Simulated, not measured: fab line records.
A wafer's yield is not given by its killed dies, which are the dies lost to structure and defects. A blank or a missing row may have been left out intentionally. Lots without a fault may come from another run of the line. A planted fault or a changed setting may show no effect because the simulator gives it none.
fab line records	flow sky130
[record] lots = 14	wafers = 42	last_day = 50
route steps=708 shown VIA4@642 METAL5@665
lots untouched by any fault: they come from a run of this same line in which no faults occurred
start_h: the number of hours between the record's first day and the start of the first shown wafer of the lot	wait_h: hours elapsed since this lot's preceding step	" the same as in the row above	L1.1+2: a row that stands for several wafers	- no value, or no start was given	* or withheld: withheld	< > ~ a bound
route shown NAME@n: NAME is a module with steps in the file, n the number in the route of the first one	usual: mean and standard deviation over wafers with no fault	same: alike in all rows	chamber/n: place in a boat	sites: each site's reading	_std_site: standard deviation of those values	_edge_site: inner sites' mean taken away from outer sites' mean	radius_mm: how far each site lies from the wafer's centre	mask NAME#n: copy n	behind: the last tool/chamber to shape the wafer	hold: the reason the lot was held/the length of the hold in hours/how it ended	device: whichever transistor did not switch (one of n, p or np)	end of line: the tests these same wafers got at the end of their route	where a step has no rows: the recipe by itself	killed: not the wafer's yield, but the dies lost to structure and defects at the first sort	map: shows each die of a wafer: x if killed, . if not, _ if none is there
set.NAME: the setting that was run; set.NAME@STEP: the one run at that earlier step	model.NAME: the simulator's own value behind a step, which no gauge read
steps of the route over a sample of lots; a table a step, a row a wafer
services: a tool's chamber out of use, with start hour (start_h, from the record's first day; less than 0 if before it), hours out, and reason
[[steps]]
[step SKY_VIA4_BOW_MEAS_03]
[recipe] mode = bow
[usual] VIA4_BOW = 79/9.2
lot.wafer	tool	chamber	start_h	wait_h	VIA4_BOW[um]
L968.3	film_metro-01	-	1012.42	0.3	80
L968.4	"	-	"	"	78
L968.6	"	-	"	"	75
L969.1	film_metro-04	-	1016.50	0.2	82
L969.5	"	-	"	"	75
L969.6	"	-	"	"	76
L970.2	film_metro-01	-	1024.32	0.3	92
L970.3	"	-	"	"	93
L970.5	"	-	"	"	78
L971.1	film_metro-01	-	1031.61	0.1	81
L971.2	"	-	"	"	96
L971.5	"	-	"	"	101
L976.1	film_metro-03	-	1066.75	0.1	81
L976.2	"	-	"	"	83
L976.4	"	-	"	"	77
L978.1	film_metro-03	-	1080.37	0.1	93
L978.2	"	-	"	"	91
L978.5	"	-	"	"	85
L979.3	film_metro-04	-	1084.58	0.2	74
L979.4	"	-	"	"	76
L979.5	"	-	"	"	72
L981.4	film_metro-04	-	1111.50	0.2	95
L981.5	"	-	"	"	89
L981.6	"	-	"	"	77
L982.2	film_metro-04	-	1111.80	0.1	55
L982.3	"	-	"	"	64
L982.5	"	-	"	"	51
L983.1	film_metro-01	-	1112.59	0.3	62
L983.3	"	-	"	"	65
L983.5	"	-	"	"	55
L984.3	film_metro-01	-	1112.87	0.1	72
L984.4	"	-	"	"	76
L984.6	"	-	"	"	85
L985.2	film_metro-04	-	1118.36	0.2	84
L985.3	"	-	"	"	78
L985.5	"	-	"	"	82
L986.2	film_metro-01	-	1120.38	0.2	99
L986.3	"	-	"	"	84
L986.5	"	-	"	"	75
L987.2	film_metro-04	-	1130.77	0.2	75
L987.3	"	-	"	"	85
L987.4	"	-	"	"	89
[step SKY_VIA4_CVD_18]
[recipe] material = W	target_thk_nm = 505	time_s = 152.14	temp_c = 400	pressure_torr = 40
[usual] heater_power_w = 836/73
[same] time_s = 152.14
lot.wafer	tool	chamber	start_h	wait_h	heater_power_w
L968.3	cvd_w-01	1	1035.37	0.1	863
L968.4	"	0	"	"	917
L968.6	"	1	"	"	875
L969.1	cvd_w-01	0	1038.18	0.0	924
L969.5	"	1	"	"	878
L969.6	"	0	"	"	928
L970.2	cvd_w-01	1	1046.60	0.0	859
L970.3	"	1	"	"	849
L970.5	"	0	"	"	919
L971.1	cvd_w-01	0	1054.18	0.0	915
L971.2	"	1	"	"	875
L971.5	"	0	"	"	919
L976.1	cvd_w-01	1	1088.30	0.0	871
L976.2	"	0	"	"	911
L976.4	"	1	"	"	882
L978.1	cvd_w-02	1	1101.55	0.0	820
L978.2	"	0	"	"	727
L978.5	"	1	"	"	817
L979.3	cvd_w-02	0	1105.67	0.1	711
L979.4	"	1	"	"	816
L979.5	"	1	"	"	800
L981.4	cvd_w-01	1	1131.03	0.1	867
L981.5	"	1	"	"	861
L981.6	"	0	"	"	919
L982.2	cvd_w-02	0	1131.28	0.0	717
L982.3	"	0	"	"	719
L982.5	"	1	"	"	793
L983.1	cvd_w-02	0	1132.18	0.0	717
L983.3	"	1	"	"	819
L983.5	"	1	"	"	844
L984.3	cvd_w-01	1	1132.86	0.1	875
L984.4	"	0	"	"	929
L984.6	"	0	"	"	919
L985.2	cvd_w-02	0	1138.25	0.0	734
L985.3	"	0	"	"	715
L985.5	"	0	"	"	717
L986.2	cvd_w-02	0	1140.01	0.0	721
L986.3	"	0	"	"	738
L986.5	"	0	"	"	738
L987.2	cvd_w-02	1	1149.61	0.0	842
L987.3	"	0	"	"	716
L987.4	"	1	"	"	804
[step SKY_METAL5_SPUTTER_04]
[recipe] material = TiN	target_thk_nm = 70	power_w = 6500	time_s = 58.3	chamber_pressure_pa = 0.4
[usual] throttle_valve_pct = 30.5/1
[same] time_s = 58.3
lot.wafer	tool	chamber	start_h	wait_h	throttle_valve_pct
L968.3	pvd_sputter-03	-	1036.06	0.0	29.4
L968.4	"	-	"	"	31.5
L968.6	"	-	"	"	29.5
L969.1	pvd_sputter-01	-	1038.93	0.0	29.8
L969.5	"	-	"	"	30.9
L969.6	"	-	"	"	29.8
L970.2	pvd_sputter-03	-	1047.35	0.0	30.5
L970.3	"	-	"	"	29.5
L970.5	"	-	"	"	31.3
L971.1	pvd_sputter-01	-	1054.93	0.0	28.8
L971.2	"	-	"	"	29.5
L971.5	"	-	"	"	29.7
L976.1	pvd_sputter-01	-	1089.05	0.0	29.6
L976.2	"	-	"	"	29.2
L976.4	"	-	"	"	31.0
L978.1	pvd_sputter-01	-	1102.59	0.0	29.5
L978.2	"	-	"	"	29.7
L978.5	"	-	"	"	31.1
L979.3	pvd_sputter-04	-	1106.37	0.0	32.8
L979.4	"	-	"	"	31.7
L979.5	"	-	"	"	30.9
L981.4	pvd_sputter-01	-	1131.75	0.0	29.6
L981.5	"	-	"	"	29.1
L981.6	"	-	"	"	29.7
L982.2	pvd_sputter-04	-	1132.03	0.0	32.4
L982.3	"	-	"	"	31.8
L982.5	"	-	"	"	32.2
L983.1	pvd_sputter-04	-	1132.93	0.0	31.8
L983.3	"	-	"	"	32.3
L983.5	"	-	"	"	31.4
L984.3	pvd_sputter-04	-	1133.63	0.0	32.5
L984.4	"	-	"	"	31.3
L984.6	"	-	"	"	31.6
L985.2	pvd_sputter-04	-	1139.00	0.0	31.5
L985.3	"	-	"	"	32.5
L985.5	"	-	"	"	30.8
L986.2	pvd_sputter-01	-	1140.76	0.0	28.9
L986.3	"	-	"	"	29.6
L986.5	"	-	"	"	29.5
L987.2	pvd_sputter-04	-	1150.47	0.0	32.4
L987.3	"	-	"	"	31.4
L987.4	"	-	"	"	30.9
[step SKY_METAL5_METAL_ETCH_15]
[recipe] target_depth_a = 12600	stop_on = SiO2	over_etch_frac = 0.2	time_s = 252	chemistry = Cl2/BCl3	resist_sidewall_deg = 86	pressure_mtorr = 10	icp_w = 900	bias_w = 48.5	Cl2_flow_sccm = 60	bcl3_flow_sccm = 30
[usual] bcl3_flow_sccm = 30.02/0.094	bias_w = 48.50/0.12	drypump_motor_current_A = 5.8/0.37	he_backside_leak_sccm = 3.36/0.23	oes_product_au = 0.894/0.005	throttle_valve_pct = 22.264/0.0088	time_s = 252/0
lot.wafer	tool	chamber	start_h	wait_h	bcl3_flow_sccm	bias_w	drypump_motor_current_A	he_backside_leak_sccm	oes_product_au	rf_hours_counter_h	throttle_valve_pct	time_s
L968.3	rie_metal-04	0	1058.48	0.1	29.85	48.52	5.7	3.38	0.892	-	22.262	252
L968.4	"	1	"	"	30.09	48.44	6.0	3.42	0.893	-	22.253	252
L968.6	"	1	"	"	30.00	48.50	6.0	3.25	0.891	-	22.258	252
L969.1	rie_metal-01	0	1060.75	0.0	29.97	48.41	6.4	3.48	0.891	18	22.267	252
L969.5	"	0	"	"	30.09	48.41	6.4	3.53	0.889	-	22.263	252
L969.6	"	1	"	"	30.13	48.57	5.3	3.58	0.892	-	22.269	252
L970.2	rie_metal-02	0	1069.18	0.0	-	-	-	-	-	-	-	-
L970.3	"	1	"	"	-	-	-	-	-	-	-	-
L970.5	"	0	"	"	-	-	-	-	-	-	-	-
L971.1	rie_metal-01	1	1075.43	0.0	-	-	-	-	-	-	-	-
L971.2	"	0	"	"	-	-	-	-	-	-	-	-
L971.5	"	0	"	"	-	-	-	-	-	-	-	-
L976.1	rie_metal-02	1	1109.20	0.0	29.99	48.54	5.7	2.98	0.900	17	22.264	252
L976.2	"	0	"	"	29.88	48.24	5.6	3.20	0.881	12	22.266	252
L976.4	"	1	"	"	29.97	48.43	5.7	3.05	0.893	-	22.265	252
L978.1	rie_metal-01	0	1122.53	0.0	30.01	48.60	6.4	3.38	0.898	22	22.268	252
L978.2	"	1	"	"	30.12	48.33	5.3	3.72	0.900	22	22.277	252
L978.5	"	0	"	"	29.99	48.54	6.4	3.42	0.894	-	22.264	252
L979.3	rie_metal-01	0	1126.13	0.1	30.05	48.38	6.4	3.63	0.890	-	22.257	252
L979.4	"	1	"	"	29.97	48.33	5.2	3.75	0.888	-	22.275	252
L979.5	"	0	"	"	30.09	48.48	6.4	3.64	0.889	-	22.271	252
L981.4	rie_metal-01	1	1150.47	0.1	30.00	48.52	5.3	3.70	0.897	-	22.268	252
L981.5	"	1	"	"	30.03	48.29	5.3	3.51	0.889	-	22.264	252
L981.6	"	0	"	"	30.00	48.58	6.4	3.41	0.898	-	22.285	252
L982.2	rie_metal-02	0	1150.86	0.0	30.08	48.39	5.6	3.08	0.890	16	22.267	252
L982.3	"	0	"	"	30.05	48.60	5.6	2.98	0.896	-	22.254	252
L982.5	"	0	"	"	30.01	48.37	5.6	3.32	0.894	-	22.261	252
L983.1	rie_metal-02	0	1152.18	0.0	29.77	48.46	5.6	2.88	0.894	16	22.266	252
L983.3	"	1	"	"	29.89	48.39	5.7	3.17	0.891	-	22.272	252
L983.5	"	1	"	"	29.97	48.38	5.7	3.06	0.892	-	22.250	252
L984.3	rie_metal-04	0	1152.48	0.1	30.13	48.40	5.7	3.65	0.899	-	22.263	252
L984.4	"	1	"	"	30.07	48.74	6.0	3.32	0.895	-	22.260	252
L984.6	"	1	"	"	29.90	48.56	6.0	3.08	0.901	-	22.281	252
L985.2	rie_metal-01	0	1157.63	0.0	30.06	48.57	6.4	3.37	0.895	25	22.270	252
L985.3	"	1	"	"	30.20	48.64	5.3	3.74	0.894	-	22.268	252
L985.5	"	0	"	"	30.11	48.63	6.4	3.53	0.899	-	22.266	252
L986.2	rie_metal-04	1	1159.25	0.0	30.01	48.58	6.0	3.36	0.890	28	22.258	252
L986.3	"	0	"	"	29.93	48.59	5.7	3.48	0.886	-	22.249	252
L986.5	"	0	"	"	29.93	48.49	5.7	3.48	0.888	-	22.268	252
L987.2	rie_metal-02	0	1167.82	0.1	29.90	48.64	5.6	3.24	0.905	-	22.259	252
L987.3	"	0	"	"	29.96	48.47	5.6	3.25	0.897	-	22.277	252
L987.4	"	0	"	"	29.95	48.49	5.6	2.91	0.897	-	22.254	252
[step SKY_METAL5_STRIP_16]
[recipe] chemistry = O2/N2	power_w = 1400	pressure_mtorr = 1500	platen_temp_c = withheld	o2_flow_sccm = 3000	n2_flow_sccm = 300	overash_fraction = 0.5
[usual] drypump_motor_current_A = 5.8/0.52	oes_product_au = 0.711/0.0048	strip_time_to_endpoint_s = 13.10/0.13
lot.wafer	tool	chamber	start_h	wait_h	drypump_motor_current_A	oes_product_au	rf_hours_counter_h	strip_time_to_endpoint_s
L968.3	plasma_asher-02	0	1058.67	0.1	6.4	0.702	-	13.15
L968.4	"	1	"	"	6.3	0.705	-	13.24
L968.6	"	0	"	"	6.4	0.703	-	13.15
L969.1	plasma_asher-02	1	1060.99	0.2	6.3	0.713	68	13.08
L969.5	"	0	"	"	6.4	0.717	-	13.18
L969.6	"	1	"	"	6.3	0.709	-	12.97
L970.2	plasma_asher-02	0	1069.42	0.2	6.4	0.709	69	21.52
L970.3	"	0	"	"	6.4	0.709	-	21.57
L970.5	"	0	"	"	6.4	0.719	-	21.52
L971.1	plasma_asher-01	1	1075.67	0.2	5.5	0.709	35	21.52
L971.2	"	0	"	"	6.1	0.719	35	21.48
L971.5	"	0	"	"	6.1	0.711	-	21.54
L976.1	plasma_asher-02	1	1109.44	0.2	6.3	0.716	73	12.93
L976.2	"	0	"	"	6.4	0.709	73	12.93
L976.4	"	0	"	"	6.4	0.705	-	12.96
L978.1	plasma_asher-02	1	1122.77	0.2	6.3	0.708	75	13.16
L978.2	"	0	"	"	6.4	0.710	75	13.01
L978.5	"	1	"	"	6.3	0.716	-	13.20
L979.3	plasma_asher-03	0	1126.32	0.1	5.0	0.703	-	13.04
L979.4	"	1	"	"	5.8	0.707	-	13.07
L979.5	"	0	"	"	5.0	0.708	-	13.18
L981.4	plasma_asher-01	0	1150.71	0.1	6.1	0.708	-	13.03
L981.5	"	0	"	"	6.1	0.713	-	13.06
L981.6	"	1	"	"	5.4	0.704	-	13.12
L982.2	plasma_asher-02	0	1151.09	0.2	6.4	0.716	77	12.93
L982.3	"	0	"	"	6.4	0.710	-	13.00
L982.5	"	1	"	"	6.3	0.713	-	13.07
L983.1	plasma_asher-02	0	1152.42	0.2	6.4	0.715	77	13.00
L983.3	"	1	"	"	6.3	0.705	-	12.90
L983.5	"	1	"	"	6.3	0.714	-	12.95
L984.3	plasma_asher-01	0	1152.67	0.1	6.1	0.713	-	13.14
L984.4	"	1	"	"	5.4	0.702	-	13.23
L984.6	"	0	"	"	6.1	0.706	-	13.25
L985.2	plasma_asher-03	0	1157.87	0.2	5.0	0.720	9	13.25
L985.3	"	1	"	"	5.8	0.704	-	13.06
L985.5	"	0	"	"	5.0	0.705	-	13.20
L986.2	plasma_asher-03	0	1159.49	0.2	5.0	0.708	9	13.33
L986.3	"	0	"	"	5.0	0.714	-	13.10
L986.5	"	1	"	"	5.8	0.707	-	13.26
L987.2	plasma_asher-01	0	1168.21	0.3	6.1	0.711	44	12.92
L987.3	"	1	"	"	5.4	0.709	-	13.04
L987.4	"	0	"	"	6.1	0.704	-	13.02
[[services]]
tool	chamber	start_h	hours	kind
pvd_sputter-01	1	1013.12	-	consumable_replace:kit
pvd_sputter-01	1	1013.12	18.0	scheduled_down
pvd_sputter-01	1	1013.12	18.0	vent_cycle
plasma_asher-02	-	1027.01	3.2	repair
plasma_asher-01	-	1047.98	6.6	repair
rie_metal-04	-	1051.05	0.1	repair
plasma_asher-03	-	1055.25	9.0	pm
rie_metal-02	-	1067.36	1.4	pm
cvd_w-01	-	1075.66	3.0	repair
pvd_sputter-04	1	1083.67	-	consumable_replace:kit
pvd_sputter-04	1	1083.67	18.0	scheduled_down
pvd_sputter-04	1	1083.67	18.0	vent_cycle
pvd_sputter-04	-	1093.40	7.3	repair
pvd_sputter-03	-	1094.46	7.4	repair
pvd_sputter-04	-	1109.67	2.6	repair
rie_metal-02	1	1114.84	7.6	repair
pvd_sputter-01	0	1116.14	-	consumable_replace:kit
pvd_sputter-04	-	1122.63	2.8	repair
pvd_sputter-03	-	1123.37	2.0	repair
cvd_w-02	-	1142.24	0.8	repair
pvd_sputter-04	-	1143.48	3.1	repair
pvd_sputter-03	-	1150.26	2.9	repair
cvd_w-01	0	1160.05	11.2	repair
rie_metal-02	1	1162.61	5.7	repair
[[key]]
[first_sign] step = SKY_METAL5_METAL_ETCH_15	reading = tool_record	direction = missing
[effect] step = SKY_METAL5_STRIP_16	reading = strip_time_to_endpoint_s	direction = up	sigmas = 67	usual = *	struck = *
met_at SKY_METAL5_METAL_ETCH_15
struck_lots L970,L971
later_rows_left_out L970.2,L970.3,L970.5,L971.1,L971.2,L971.5
sort_left_out L970.2,L970.3,L970.5,L971.1,L971.2,L971.5
not_acting_at SKY_VIA4_BOW_MEAS_03,SKY_VIA4_CVD_18,SKY_METAL5_SPUTTER_04
onset_between 1060.75 1069.18
[fault] kind = skipped_step_whole	tool = rie_metal-01,rie_metal-02	chamber = -	onset_h = 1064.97	steps = SKY_METAL5_METAL_ETCH_15	scope = struck_lots_only
// sort_left_out: the simulated sort isn't trusted on such a fault, so these wafers' sort isn't shown, and their yield isn't known
// later_rows_left_out: the simulator's readings of these wafers behind a module that went badly wrong aren't trusted and aren't shown, but for the sort
